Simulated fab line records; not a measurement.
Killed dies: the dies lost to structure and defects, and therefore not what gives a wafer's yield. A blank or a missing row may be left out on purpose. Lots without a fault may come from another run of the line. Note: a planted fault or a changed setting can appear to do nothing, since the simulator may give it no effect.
fab line records	flow sky130
record lots=6	wafers=18	last_day=50
route steps=708 shown LI_CONTACT@381 LOCAL_INTERCONNECT@387 PAD_OPEN@708
lots that met no fault: from a run of the same line without faults
start_h: hours from the record's first day to the start of the lot's first wafer shown	wait_h: time in hours since the lot's previous step	" repeats the value in the row above	L1.1+2: a row that stands for several wafers	- value missing, or start not given	* or withheld: withheld	< > ~ a bound
route shown NAME@n: a module of which the file shows steps, and the number in the route of the first	usual: average and standard deviation across the fault-free wafers	same: alike in all rows	chamber/n: place in a boat	sites: the reading at each site	_std_site: standard deviation of those values	_edge_site: inner sites' mean taken away from outer sites' mean	radius_mm: how far each site lies from the wafer's centre	mask NAME#n: copy n	behind: the last tool/chamber to shape the wafer	hold: why the lot was held/for how many hours/how that ended	device: which transistor (n, p or np) failed to switch	end of line: tests of these same wafers at the route's end	where a step has no rows: the recipe by itself	killed: count of dies lost to structure and defects at first sort (not the wafer's yield)	map: a wafer's dies, x killed, . not, _ none there
set.NAME: setting as actually run; set.NAME@STEP: the setting as run at that earlier step	model.NAME: the simulator's own value behind a step, which no gauge read
lots at some steps of the route; a table a step, a row a wafer
services: from which hour (start_h, from the record's first day; less than 0 if before it) a tool's chamber was out of use, for how many hours, and why
## steps
# step SKY_LI_CONTACT_SPUTTER_19
# recipe material=Ti	target_thk_nm=20	chamber_pressure_pa=5	power_w=2500	substrate_temp_c=200	time_s=106.37
# usual throttle_valve_pct=30.4/0.97
# same time_s=106.37
lot.wafer	tool	chamber	start_h	wait_h	throttle_valve_pct
L435.1	pvd_sputter-04	-	737.20	0.0	31.2
L435.3	"	-	"	"	29.4
L435.5	"	-	"	"	30.6
L437.3	pvd_sputter-04	-	749.80	0.0	30.8
L437.4	"	-	"	"	30.3
L437.6	"	-	"	"	29.1
L447.2	pvd_sputter-04	-	828.32	0.0	29.1
L447.5	"	-	"	"	31.2
L447.6	"	-	"	"	29.0
L448.1	pvd_sputter-04	-	831.53	0.0	31.2
L448.4	"	-	"	"	30.9
L448.5	"	-	"	"	31.2
L449.2	pvd_sputter-03	-	834.11	0.0	31.3
L449.4	"	-	"	"	31.0
L449.6	"	-	"	"	31.8
L451.4	pvd_sputter-02	-	853.77	0.0	28.8
L451.5	"	-	"	"	29.7
L451.6	"	-	"	"	28.8
# step SKY_LI_CONTACT_SPUTTER_20
# recipe material=TiN	target_thk_nm=20	chamber_pressure_pa=5	power_w=4000	time_s=80
# step SKY_LI_CONTACT_CVD_21
# recipe material=W	target_thk_nm=400	time_s=120.56	temp_c=400	pressure_torr=40
# usual chamber_pressure_Torr=40.00/0.087	heater_power_outer_w=595/71	heater_power_w=910/75
# same time_s=120.56
lot.wafer	tool	chamber	start_h	wait_h	chamber_pressure_Torr	heater_power_outer_w	heater_power_w	since_wet_clean_h
L435.1	cvd_w-02	0	737.33	0.0	39.91	698	1025	833
L435.3	"	0	"	"	39.93	694	1039	-
L435.5	"	0	"	"	40.13	705	1045	-
L437.3	cvd_w-01	1	749.98	0.1	39.94	611	814	-
L437.4	"	0	"	"	40.09	508	882	-
L437.6	"	0	"	"	40.02	505	882	-
L447.2	cvd_w-02	0	828.46	0.0	39.93	703	1036	924
L447.5	"	0	"	"	39.87	692	1038	-
L447.6	"	1	"	"	39.96	583	929	-
L448.1	cvd_w-01	1	831.67	0.0	39.93	615	826	428
L448.4	"	1	"	"	40.06	601	848	-
L448.5	"	0	"	"	40.02	496	885	-
L449.2	cvd_w-01	0	834.24	0.0	40.05	507	875	430
L449.4	"	1	"	"	39.99	603	822	-
L449.6	"	1	"	"	40.05	619	843	-
L451.4	cvd_w-01	0	853.95	0.1	39.89	502	875	-
L451.5	"	1	"	"	39.87	605	822	-
L451.6	"	0	"	"	39.86	506	881	-
# step SKY_LI_CONTACT_RS_MEAS_22
# recipe thk_meas_gauge=four-point-probe	reads=W_of_LI_CONTACT_CVD_21+TiN_of_LI_CONTACT_SPUTTER_20+Ti_of_LI_CONTACT_SPUTTER_19
# usual LI_CONTACT_W_RS=0.2849/0.0026
lot.wafer	tool	chamber	start_h	wait_h	LI_CONTACT_W_RS[ohm/sq]
L435.1	film_metro-04	-	737.46	0.1	0.2844
L435.3	"	-	"	"	0.2876
L435.5	"	-	"	"	0.2846
L437.3	film_metro-01	-	750.11	0.1	0.2827
L437.4	"	-	"	"	0.2847
L437.6	"	-	"	"	0.2833
L447.2	film_metro-01	-	828.60	0.1	0.2825
L447.5	"	-	"	"	0.2830
L447.6	"	-	"	"	0.2814
L448.1	film_metro-01	-	831.79	0.1	0.2877
L448.4	"	-	"	"	0.2862
L448.5	"	-	"	"	0.2883
L449.2	film_metro-04	-	834.39	0.1	0.2897
L449.4	"	-	"	"	0.2878
L449.6	"	-	"	"	0.2903
L451.4	film_metro-03	-	854.10	0.1	0.2817
L451.5	"	-	"	"	0.2864
L451.6	"	-	"	"	0.2828
# step SKY_LI_CONTACT_THK_MEAS_23
# recipe thk_meas_gauge=xrf	reads=W_of_LI_CONTACT_CVD_21
# usual LI_CONTACT_W_THK=399/5.8
lot.wafer	tool	chamber	start_h	wait_h	LI_CONTACT_W_THK[nm]
L435.1	film_metro-04	-	737.58	0.1	405
L435.3	"	-	"	"	404
L435.5	"	-	"	"	408
L437.3	film_metro-01	-	750.21	0.1	406
L437.4	"	-	"	"	402
L437.6	"	-	"	"	402
L447.2	film_metro-01	-	828.71	0.1	399
L447.5	"	-	"	"	398
L447.6	"	-	"	"	401
L448.1	film_metro-01	-	831.91	0.1	392
L448.4	"	-	"	"	395
L448.5	"	-	"	"	391
L449.2	film_metro-04	-	834.50	0.1	393
L449.4	"	-	"	"	394
L449.6	"	-	"	"	391
L451.4	film_metro-03	-	854.19	0.1	402
L451.5	"	-	"	"	394
L451.6	"	-	"	"	400
# step SKY_LI_CONTACT_CMP_24
# recipe stop_on=PSG	t_overpolish_s=20	down_force_psi=3.5	platen_rpm=60	target_thk_nm=0	pad_velocity_m_s=0.94248
# usual motor_current_A=11.0/1.2	overpolish_run_s=20.000/0.0084	time_to_endpoint_s=97/3.3
lot.wafer	tool	chamber	start_h	wait_h	motor_current_A	overpolish_run_s	time_to_endpoint_s
L435.1	cmp-02	1	737.69	0.1	9.8	20.012	95
L435.3	"	3	"	"	9.4	19.997	91
L435.5	"	0	"	"	13.4	19.997	105
L437.3	cmp-01	2	750.30	0.1	10.5	19.996	98
L437.4	"	3	"	"	11.1	19.999	97
L437.6	"	2	"	"	10.7	20.010	97
L447.2	cmp-02	2	828.91	0.2	11.0	19.996	102
L447.6	"	3	"	"	9.2	20.000	97
L447.5	"	0	"	"	13.7	20.004	105
L448.4	cmp-01	2	831.97	0.0	10.8	19.993	97
L448.1	"	0	"	"	10.9	19.996	98
L448.5	"	2	"	"	10.6	19.995	98
L449.4	cmp-01	2	834.55	0.0	10.6	19.998	97
L449.2	"	3	"	"	10.8	20.000	96
L449.6	"	2	"	"	11.0	20.001	93
L451.4	cmp-02	3	854.32	0.1	9.4	20.010	93
L451.6	"	1	"	"	10.5	20.002	95
L451.5	"	2	"	"	12.1	19.996	94
# step SKY_LOCAL_INTERCONNECT_SPUTTER_00
# recipe material=TiN	target_thk_nm=100	temp_c=300	power_w=6500	time_s=83.3	chamber_pressure_pa=0.4
# usual throttle_valve_pct=30.3/0.94
# same time_s=83.3
lot.wafer	tool	chamber	start_h	wait_h	throttle_valve_pct
L435.1	pvd_sputter-01	-	737.94	0.2	30.0
L435.3	"	-	"	"	29.9
L435.5	"	-	"	"	30.5
L437.3	pvd_sputter-03	-	750.55	0.2	32.0
L437.4	"	-	"	"	30.6
L437.6	"	-	"	"	31.7
L447.2	pvd_sputter-03	-	829.06	0.1	31.6
L447.5	"	-	"	"	31.4
L447.6	"	-	"	"	31.0
L448.1	pvd_sputter-04	-	832.27	0.1	30.9
L448.4	"	-	"	"	30.7
L448.5	"	-	"	"	31.0
L449.2	pvd_sputter-04	-	834.85	0.2	29.1
L449.4	"	-	"	"	30.9
L449.6	"	-	"	"	29.3
L451.4	pvd_sputter-03	-	854.52	0.1	30.7
L451.5	"	-	"	"	31.8
L451.6	"	-	"	"	31.0
# step SKY_LOCAL_INTERCONNECT_RS_MEAS_01
# recipe thk_meas_gauge=four-point-probe	reads=TiN_of_LOCAL_INTERCONNECT_SPUTTER_00
# usual LOCAL_INTERCONNECT_TIN_RS=14.12/0.15
lot.wafer	tool	chamber	start_h	wait_h	LOCAL_INTERCONNECT_TIN_RS[ohm/sq]
L435.1	film_metro-03	-	738.00	0.0	14.13
L435.3	"	-	"	"	13.99
L435.5	"	-	"	"	14.05
L437.3	film_metro-03	-	750.65	0.1	14.22
L437.4	"	-	"	"	14.30
L437.6	"	-	"	"	14.22
L447.2	film_metro-01	-	829.15	0.1	14.02
L447.5	"	-	"	"	14.02
L447.6	"	-	"	"	14.21
L448.1	film_metro-01	-	832.34	0.0	13.87
L448.4	"	-	"	"	13.86
L448.5	"	-	"	"	13.88
L449.2	film_metro-03	-	834.93	0.1	14.38
L449.4	"	-	"	"	14.30
L449.6	"	-	"	"	14.25
L451.4	film_metro-01	-	854.64	0.1	14.29
L451.5	"	-	"	"	14.15
L451.6	"	-	"	"	14.35
# step SKY_LOCAL_INTERCONNECT_THK_MEAS_02
# recipe thk_meas_gauge=xrf	reads=TiN_of_LOCAL_INTERCONNECT_SPUTTER_00
# usual LOCAL_INTERCONNECT_TIN_THK=99.8/1.1
lot.wafer	tool	chamber	start_h	wait_h	LOCAL_INTERCONNECT_TIN_THK[nm]
L435.1	film_metro-03	-	738.12	0.1	98.6
L435.3	"	-	"	"	100.3
L435.5	"	-	"	"	99.2
L437.3	film_metro-03	-	750.75	0.1	98.0
L437.4	"	-	"	"	97.6
L437.6	"	-	"	"	98.2
L447.2	film_metro-01	-	829.26	0.1	100.3
L447.5	"	-	"	"	100.4
L447.6	"	-	"	"	98.8
L448.1	film_metro-01	-	832.46	0.1	101.0
L448.4	"	-	"	"	101.3
L448.5	"	-	"	"	101.0
L449.2	film_metro-03	-	835.04	0.1	97.3
L449.4	"	-	"	"	97.3
L449.6	"	-	"	"	97.9
L451.4	film_metro-01	-	854.73	0.1	98.7
L451.5	"	-	"	"	99.6
L451.6	"	-	"	"	98.6
# step SKY_LOCAL_INTERCONNECT_DEHYDRATE_03
# recipe temp_c=200	time_s=60
# step SKY_LOCAL_INTERCONNECT_HMDS_04
# recipe prime_time_s=60	prime_temp_c=120
# step SKY_LOCAL_INTERCONNECT_COAT_05
# recipe resist=BARC	temp_c=withheld	time_s=withheld	spin_rpm=3000	resist_thk_nm=60
# step SKY_LOCAL_INTERCONNECT_COAT_06
# recipe resist=KrF-thick	spin_rpm=3000	resist_thk_nm=450
# usual dispense_pressure_kPa=50.5/1.2	exhaust_pa=44.8/0.93	resist_line_temp_C=23.01/0.11
lot.wafer	tool	chamber	start_h	wait_h	dispense_pressure_kPa	exhaust_pa	resist_line_temp_C	model.KrF-thick_of_LOCAL_INTERCONNECT_COAT_06.thk_nm
L435.1	litho_track-02	0	749	-	51.4	45.8	22.96	452.1
L435.3	"	0	"	"	51.4	44.9	22.79	448.9
L435.5	"	0	"	"	51.4	44.4	23.13	450.3
L437.3	litho_track-04	0	763	-	51.0	45.0	22.83	451.5
L437.4	"	0	"	"	51.0	43.1	22.82	449.9
L437.6	"	0	"	"	51.0	43.3	22.80	450.9
L447.2	litho_track-04	0	842	-	51.0	45.2	23.13	450.2
L447.5	"	0	"	"	51.0	43.9	23.01	415.6
L447.6	"	0	"	"	51.0	44.9	23.08	451.5
L448.1	litho_track-04	0	845	-	51.0	45.6	23.11	414.6
L448.4	"	0	"	"	51.0	44.8	22.92	414
L448.5	"	0	"	"	51.0	44.1	22.91	414.2
L449.2	litho_track-02	0	847	-	51.4	44.0	22.76	452.8
L449.4	"	0	"	"	51.4	44.8	22.78	453.5
L449.6	"	0	"	"	51.4	44.1	22.96	452
L451.4	litho_track-02	0	867	-	51.3	45.8	23.02	452
L451.5	"	0	"	"	51.3	46.2	23.12	451.9
L451.6	"	0	"	"	51.3	47.2	23.11	451.5
# step SKY_LOCAL_INTERCONNECT_SOFTBAKE_07
# recipe temp_c=100	time_s=90	resist=KrF-thick
# step SKY_LOCAL_INTERCONNECT_EXPOSE_08
# recipe mask_id=LI1M	na=0.8	source_shape=annular	sigma_inner=0.55	sigma_outer=0.85	target_cd_nm=170	dose_mj=28
# step SKY_LOCAL_INTERCONNECT_PEB_09
# recipe peb_temp_c=withheld	peb_time_s=withheld	resist=KrF-thick
# step SKY_LOCAL_INTERCONNECT_DEVELOP_10
# recipe develop_time_s=60	resist=KrF-thick	dev_temp_c=21
# step SKY_LOCAL_INTERCONNECT_CD_MEAS_11
# recipe target_cd_nm=170
# usual cd_nm=169.3/1.7
lot.wafer	tool	chamber	start_h	wait_h	cd_nm
L435.1	cd_sem-02	-	762.51	-	166.9
L435.3	"	-	"	"	168.3
L435.5	"	-	"	"	168.0
L437.3	cd_sem-02	-	776.95	-	170.6
L437.4	"	-	"	"	170.8
L437.6	"	-	"	"	168.1
L447.2	cd_sem-02	-	854.47	-	167.8
L447.5	"	-	"	"	168.4
L447.6	"	-	"	"	168.0
L448.1	cd_sem-01	-	857.30	-	166.5
L448.4	"	-	"	"	168.7
L448.5	"	-	"	"	166.7
L449.2	cd_sem-01	-	859.78	-	171.1
L449.4	"	-	"	"	170.8
L449.6	"	-	"	"	170.0
L451.4	cd_sem-01	-	880.71	-	171.1
L451.5	"	-	"	"	170.3
L451.6	"	-	"	"	170.6
# step SKY_LOCAL_INTERCONNECT_OVL_MEAS_12
# usual LOCAL_INTERCONNECT_OVL=-2/5
lot.wafer	tool	chamber	start_h	wait_h	LOCAL_INTERCONNECT_OVL[nm]
L435.1	overlay-01	-	762.63	0.1	-5
L435.3	"	-	"	"	-2
L435.5	"	-	"	"	-10
L437.3	overlay-02	-	777.04	0.1	-2
L437.4	"	-	"	"	-6
L437.6	"	-	"	"	-9
L447.2	overlay-01	-	854.58	0.1	2
L447.5	"	-	"	"	-6
L447.6	"	-	"	"	2
L448.1	overlay-01	-	857.42	0.1	-4
L448.4	"	-	"	"	2
L448.5	"	-	"	"	-5
L449.2	overlay-01	-	859.89	0.1	-5
L449.4	"	-	"	"	-9
L449.6	"	-	"	"	-10
L451.4	overlay-02	-	880.79	0.1	-2
L451.5	"	-	"	"	-3
L451.6	"	-	"	"	-14
# step SKY_LOCAL_INTERCONNECT_ETCH_13
# recipe chemistry=N2/H2	target=BARC	ion_energy_ev=200	bias_w=100	pressure_mtorr=30	n2_flow_sccm=100	h2_flow_sccm=200	icp_w=500	stop_on=SiO2	time_s=45.9	target_depth_a=600
# usual drypump_motor_current_A=5.9/0.37	oes_product_au=0.855/0.0047	throttle_valve_pct=13.223/0.0093
# same time_s=45.9
lot.wafer	tool	chamber	start_h	wait_h	drypump_motor_current_A	oes_product_au	rf_hours_counter_h	throttle_valve_pct
L435.1	rie_metal-04	1	762.67	0.0	6.0	0.847	0	13.218
L435.3	"	0	"	"	6.5	0.860	-	13.214
L435.5	"	1	"	"	6.0	0.861	-	13.225
L437.3	rie_metal-03	0	777.11	0.1	5.6	0.857	-	13.236
L437.4	"	0	"	"	5.5	0.851	-	13.226
L437.6	"	0	"	"	5.5	0.856	-	13.218
L447.2	rie_metal-04	1	854.61	0.0	6.0	0.855	3	13.233
L447.5	"	0	"	"	6.4	0.865	-	13.253
L447.6	"	1	"	"	6.0	0.852	-	13.223
L448.1	rie_metal-02	0	857.46	0.0	6.4	0.860	9	13.217
L448.4	"	0	"	"	6.4	0.859	-	13.216
L448.5	"	0	"	"	6.4	0.855	-	13.232
L449.2	rie_metal-03	1	859.92	0.0	5.9	0.858	3	13.226
L449.4	"	0	"	"	5.5	0.859	-	13.222
L449.6	"	0	"	"	5.5	0.857	-	13.222
L451.4	rie_metal-03	0	880.83	0.0	5.5	0.849	-	13.227
L451.5	"	0	"	"	5.5	0.852	-	13.238
L451.6	"	1	"	"	5.9	0.861	-	13.221
# step SKY_LOCAL_INTERCONNECT_METAL_ETCH_14
# recipe target_depth_nm=110	stop_on=PSG	chemistry=Cl2/BCl3	target=TiN	resist_sidewall_deg=88	pressure_mtorr=10	icp_w=900	bias_w=48.5	Cl2_flow_sccm=60	bcl3_flow_sccm=30	time_s=31.4
# usual drypump_motor_current_A=5.9/0.37	oes_product_au=0.942/0.007	throttle_valve_pct=21.901/0.0099
# same time_s=31.4
lot.wafer	tool	chamber	start_h	wait_h	drypump_motor_current_A	oes_product_au	rf_hours_counter_h	throttle_valve_pct	model.KrF-thick_of_LOCAL_INTERCONNECT_COAT_06.thk_nm
L435.1	rie_metal-04	1	762.73	0.0	6.0	0.941	0	21.893	350.7
L435.3	"	0	"	"	6.5	0.944	-	21.890	345.7
L435.5	"	1	"	"	6.0	0.945	-	21.902	348.9
L437.3	rie_metal-03	0	777.23	0.1	5.5	0.945	-	21.912	349
L437.4	"	0	"	"	5.5	0.942	-	21.911	347.8
L437.6	"	0	"	"	5.5	0.941	-	21.898	348.3
L447.2	rie_metal-04	1	854.67	0.0	5.9	0.943	3	21.900	348.8
L447.5	"	0	"	"	6.4	0.948	-	21.898	314
L447.6	"	1	"	"	6.0	0.951	-	21.915	349.7
L448.1	rie_metal-02	0	857.59	0.1	6.4	0.950	9	21.883	312.3
L448.4	"	0	"	"	6.4	0.954	-	21.892	311.3
L448.5	"	0	"	"	6.4	0.960	-	21.901	311.4
L449.2	rie_metal-03	1	859.98	0.0	5.9	0.933	3	21.914	351.9
L449.4	"	0	"	"	5.5	0.937	-	21.909	351.1
L449.6	"	0	"	"	5.5	0.935	-	21.899	349.9
L451.4	rie_metal-03	0	880.89	0.0	5.5	0.932	-	21.892	350.3
L451.5	"	0	"	"	5.6	0.936	-	21.913	349.3
L451.6	"	1	"	"	5.9	0.932	-	21.911	350.3
# step SKY_LOCAL_INTERCONNECT_STRIP_15
# recipe chemistry=O2/N2	power_w=1400	pressure_mtorr=1500	platen_temp_c=withheld	o2_flow_sccm=3000	n2_flow_sccm=300	overash_fraction=0.5
# usual drypump_motor_current_A=5.9/0.42	oes_product_au=0.427/0.0046	strip_time_to_endpoint_s=4.727/0.019
lot.wafer	tool	chamber	start_h	wait_h	drypump_motor_current_A	oes_product_au	rf_hours_counter_h	strip_time_to_endpoint_s
L435.1	plasma_asher-03	1	762.78	0.0	5.8	0.427	68	4.756
L435.3	"	0	"	"	5.8	0.436	-	4.690
L435.5	"	1	"	"	5.7	0.423	-	4.725
L437.3	plasma_asher-04	1	777.33	0.1	5.3	0.436	-	4.734
L437.4	"	0	"	"	6.0	0.430	-	4.736
L437.6	"	0	"	"	6.0	0.434	-	4.719
L447.2	plasma_asher-03	0	854.73	0.0	5.8	0.422	77	4.732
L447.5	"	1	"	"	5.7	0.411	-	4.367
L447.6	"	0	"	"	5.8	0.429	-	4.731
L448.1	plasma_asher-04	0	857.69	0.1	6.0	0.418	96	4.333
L448.4	"	1	"	"	5.3	0.408	-	4.333
L448.5	"	0	"	"	6.0	0.406	-	4.324
L449.2	plasma_asher-03	1	860.03	0.0	5.7	0.424	77	4.757
L449.4	"	1	"	"	5.7	0.432	-	4.743
L449.6	"	0	"	"	5.8	0.427	-	4.744
L451.4	plasma_asher-03	1	880.96	0.1	5.7	0.430	-	4.742
L451.5	"	1	"	"	5.7	0.431	-	4.728
L451.6	"	0	"	"	5.8	0.428	-	4.760
# step SKY_LOCAL_INTERCONNECT_STRIP_16
# recipe chemistry=post_etch_residue_remover	time_s=1200	temp_c=72.5
# step SKY_PAD_OPEN_PROBE_99
# usual killed_at_M0_to_M3=43/6.8	killed_at_M4_up=3.2/1.7	killed_at_contacts=24/5.7	killed_at_front_end=16/4.3	killed_at_other=0.3/0.56	killed_dies=86/9.5	killed_on_rim=16/3.6	killed_open=47/6.9	killed_short=39/5.8
# same gross_dies=492	killed_at_back_side=0
lot.wafer	tool	chamber	start_h	wait_h	killed_at_M0_to_M3	killed_at_M4_up	killed_at_contacts	killed_at_front_end	killed_at_other	killed_dies	killed_on_rim	killed_open	killed_short
L435.1	prober-01	-	1117.31	0.1	32	2	23	18	0	75	17	42	33
L435.3	prober-01	-	1117.41	0.2	42	1	24	22	0	89	17	45	44
L435.5	prober-01	-	1117.51	0.2	30	4	27	18	0	79	10	43	35
L437.3	prober-01	-	1129.77	0.2	49	8	10	8	0	75	13	36	38
L437.4	prober-01	-	1129.82	0.2	44	5	25	12	1	87	13	45	39
L437.6	prober-01	-	1129.92	0.2	31	1	18	15	0	65	13	36	29
L447.2	prober-02	-	1182.67	0.1	46	3	40	8	0	97	18	47	49
L447.5	prober-02	-	1182.82	0.2	28	2	31	20	0	81	13	50	30
L447.6	prober-02	-	1182.87	0.2	45	3	34	12	0	94	16	52	42
L448.1	prober-01	-	1186.83	0.1	44	2	23	15	2	86	13	48	38
L448.4	prober-01	-	1186.98	0.2	42	1	25	11	1	80	18	42	37
L448.5	prober-01	-	1187.03	0.2	49	3	22	15	0	89	16	49	40
L449.2	prober-02	-	1188.57	0.1	46	5	19	19	0	89	18	57	32
L449.4	prober-02	-	1188.67	0.2	41	1	16	16	0	74	16	36	38
L449.6	prober-02	-	1188.77	0.2	54	3	18	19	0	94	11	46	48
L451.4	prober-01	-	1198.74	0.2	39	2	35	11	0	87	10	52	35
L451.5	prober-01	-	1198.79	0.2	42	2	31	15	0	90	19	54	34
L451.6	prober-01	-	1198.84	0.2	33	5	27	15	0	80	19	45	32
# killed by level:class
L435.1 CONTACT:geometric_particle:open=8 VIA2:geometric_particle:open=7 FIELD_ISO:geometric_particle:open=6 POLY_GATE:geometric_particle:short=6 LI_CONTACT:geometric_particle:open=6 VIA1:geometric_particle:open=6 METAL2:geometric_particle:short=6 VIA1:geometric_particle:short=5
L435.3 CONTACT:geometric_particle:open=12 FIELD_ISO:geometric_particle:short=8 POLY_GATE:geometric_particle:short=8 VIA1:geometric_particle:open=7 VIA2:geometric_particle:open=7 METAL2:geometric_particle:short=6 VIA3:geometric_particle:open=6 LI_CONTACT:geometric_particle:open=5
L435.5 CONTACT:geometric_particle:open=14 VIA1:geometric_particle:open=8 POLY_GATE:geometric_particle:open=6 POLY_GATE:geometric_particle:short=6 LI_CONTACT:geometric_particle:open=4 CONTACT:geometric_particle:short=4 VIA3:geometric_particle:short=4 LI_CONTACT:geometric_particle:short=3
L437.3 METAL2:geometric_particle:short=15 VIA1:geometric_particle:open=8 VIA3:geometric_particle:open=7 METAL1:geometric_particle:short=6 METAL4:geometric_particle:short=6 VIA2:geometric_particle:open=5 LI_CONTACT:geometric_particle:short=4 LI_CONTACT:geometric_particle:open=4
L437.4 VIA1:geometric_particle:open=11 LI_CONTACT:geometric_particle:open=10 VIA2:geometric_particle:open=6 LOCAL_INTERCONNECT:geometric_particle:short=6 METAL2:geometric_particle:short=5 CONTACT:geometric_particle:short=5 METAL1:geometric_particle:short=5 VIA1:geometric_particle:short=5
L437.6 LI_CONTACT:geometric_particle:open=8 VIA3:geometric_particle:open=7 METAL1:geometric_particle:short=6 VIA1:geometric_particle:open=5 LOCAL_INTERCONNECT:geometric_particle:short=4 CONTACT:geometric_particle:open=4 METAL2:geometric_particle:short=4 FIELD_ISO:geometric_particle:short=3
L447.2 LI_CONTACT:geometric_particle:open=10 LOCAL_INTERCONNECT:geometric_particle:short=10 CONTACT:geometric_particle:open=7 VIA1:geometric_particle:open=7 VIA1:geometric_particle:short=7 VIA3:geometric_particle:open=7 CONTACT:geometric_particle:short=6 METAL1:geometric_particle:short=6
L447.5 CONTACT:geometric_particle:open=11 LI_CONTACT:geometric_particle:open=10 VIA2:geometric_particle:open=8 VIA1:geometric_particle:open=6 FIELD_ISO:geometric_particle:short=4 FIELD_ISO:geometric_particle:open=4 VIA3:geometric_particle:open=4 POLY_GATE:geometric_particle:open=3
L447.6 CONTACT:geometric_particle:open=10 VIA3:geometric_particle:open=10 LI_CONTACT:geometric_particle:open=9 VIA1:geometric_particle:open=6 METAL2:geometric_particle:short=6 VIA2:geometric_particle:open=6 LOCAL_INTERCONNECT:geometric_particle:short=5 CONTACT:geometric_particle:short=5
L448.1 VIA1:geometric_particle:open=10 VIA3:geometric_particle:open=8 CONTACT:geometric_particle:open=7 LI_CONTACT:geometric_particle:open=6 VIA2:geometric_particle:open=5 FIELD_ISO:geometric_particle:open=5 METAL1:geometric_particle:short=5 VIA1:geometric_particle:short=5
L448.4 CONTACT:geometric_particle:open=9 VIA1:geometric_particle:short=8 VIA2:geometric_particle:open=7 CONTACT:geometric_particle:short=6 METAL2:geometric_particle:short=6 VIA1:geometric_particle:open=6 VIA3:geometric_particle:open=6 POLY_GATE:geometric_particle:open=4
L448.5 VIA1:geometric_particle:open=11 VIA3:geometric_particle:open=7 LOCAL_INTERCONNECT:geometric_particle:short=6 POLY_GATE:geometric_particle:open=5 LI_CONTACT:geometric_particle:open=5 VIA2:geometric_particle:open=5 CONTACT:geometric_particle:open=5 VIA1:geometric_particle:short=5
L449.2 VIA1:geometric_particle:open=16 LI_CONTACT:geometric_particle:open=8 VIA3:geometric_particle:open=8 METAL2:geometric_particle:short=7 FIELD_ISO:geometric_particle:open=5 POLY_GATE:geometric_particle:open=5 CONTACT:geometric_particle:short=5 POLY_GATE:geometric_particle:short=4
L449.4 VIA1:geometric_particle:open=10 VIA3:geometric_particle:open=7 FIELD_ISO:geometric_particle:short=6 METAL1:geometric_particle:short=6 FIELD_ISO:geometric_particle:open=4 CONTACT:geometric_particle:open=4 LI_CONTACT:geometric_particle:short=3 LI_CONTACT:geometric_particle:open=3
L449.6 METAL2:geometric_particle:short=12 VIA1:geometric_particle:open=11 LI_CONTACT:geometric_particle:open=9 FIELD_ISO:geometric_particle:short=5 FIELD_ISO:geometric_particle:open=5 VIA2:geometric_particle:short=5 METAL3:geometric_particle:short=5 VIA3:geometric_particle:open=5
L451.4 CONTACT:geometric_particle:open=14 CONTACT:geometric_particle:short=9 LI_CONTACT:geometric_particle:open=8 VIA3:geometric_particle:open=6 VIA1:geometric_particle:open=6 VIA2:geometric_particle:open=6 POLY_GATE:geometric_particle:open=4 METAL2:geometric_particle:short=4
L451.5 CONTACT:geometric_particle:open=11 VIA1:geometric_particle:open=10 VIA3:geometric_particle:open=9 LI_CONTACT:geometric_particle:open=7 CONTACT:geometric_particle:short=6 METAL2:geometric_particle:short=5 FIELD_ISO:geometric_particle:short=4 LOCAL_INTERCONNECT:geometric_particle:short=4
L451.6 CONTACT:geometric_particle:open=8 POLY_GATE:geometric_particle:open=7 VIA3:geometric_particle:open=6 CONTACT:geometric_particle:short=6 VIA2:geometric_particle:open=6 LI_CONTACT:geometric_particle:open=6 VIA1:geometric_particle:open=5 POLY_GATE:geometric_particle:short=4
## services
tool	chamber	start_h	hours	kind
rie_metal-04	1	737.19	-	clean
rie_metal-04	1	737.19	19.9	scheduled_down
rie_metal-04	1	737.19	19.9	vent_cycle
cmp-02	-	740.48	4.0	repair
cmp-02	-	744.47	4.0	pm
cvd_w-02	0	745.17	13.4	repair
rie_metal-03	1	756.82	-	clean
rie_metal-03	1	756.82	28.7	scheduled_down
rie_metal-03	1	756.82	28.7	vent_cycle
pvd_sputter-02	-	763.99	2.8	repair
cmp-01	-	772.75	6.6	pm
plasma_asher-03	-	783.87	0.4	repair
cmp-01	-	785.66	0.7	repair
cmp-01	-	820.77	0.5	repair
rie_metal-04	-	828.11	2.8	pm
pvd_sputter-04	2	830.43	-	consumable_replace:kit
pvd_sputter-04	2	830.43	18.0	scheduled_down
pvd_sputter-04	2	830.43	18.0	vent_cycle
pvd_sputter-03	-	830.85	1.2	repair
cmp-02	-	838.25	2.7	repair
rie_metal-03	1	840.40	2.4	repair
rie_metal-02	-	870.06	1.5	repair
pvd_sputter-03	-	871.82	5.3	repair
pvd_sputter-01	-	878.05	16.1	repair
## key
first_sign step=SKY_LOCAL_INTERCONNECT_STRIP_15	reading=strip_time_to_endpoint_s	direction=down	sigmas=20	usual=*	struck=*
effect step=SKY_LOCAL_INTERCONNECT_STRIP_15	reading=oes_product_au	direction=down	sigmas=3.5	usual=0.427	struck=0.411
model_effect step=SKY_LOCAL_INTERCONNECT_COAT_06	value=KrF-thick_of_LOCAL_INTERCONNECT_COAT_06.thk_nm	without=449.4	struck=414.6
model_effect step=SKY_LOCAL_INTERCONNECT_METAL_ETCH_14	value=KrF-thick_of_LOCAL_INTERCONNECT_COAT_06.thk_nm	without=347	struck=312.2
met_at SKY_LOCAL_INTERCONNECT_COAT_06
struck_wafers L447.5,L448.1,L448.4,L448.5
tester_left_out L447,L448
onset_between 763 842
fault kind=process_parameter_drift	tool=litho_track-04	chamber=-	onset_h=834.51	steps=SKY_LOCAL_INTERCONNECT_COAT_06	channel=resist_thk_nm	offset=-34.864	shape=step	end_h=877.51	scope=struck_wafers_only	acts_in=these_recipes_only	stated=450
# tester_left_out: of these lots the tester's yield and bins aren't shown, on N5 and GAA mostly nor the transistor test; their killed dies are dies lost to structure and defects alone, not to doping, threshold or leakage, so they don't give the yield
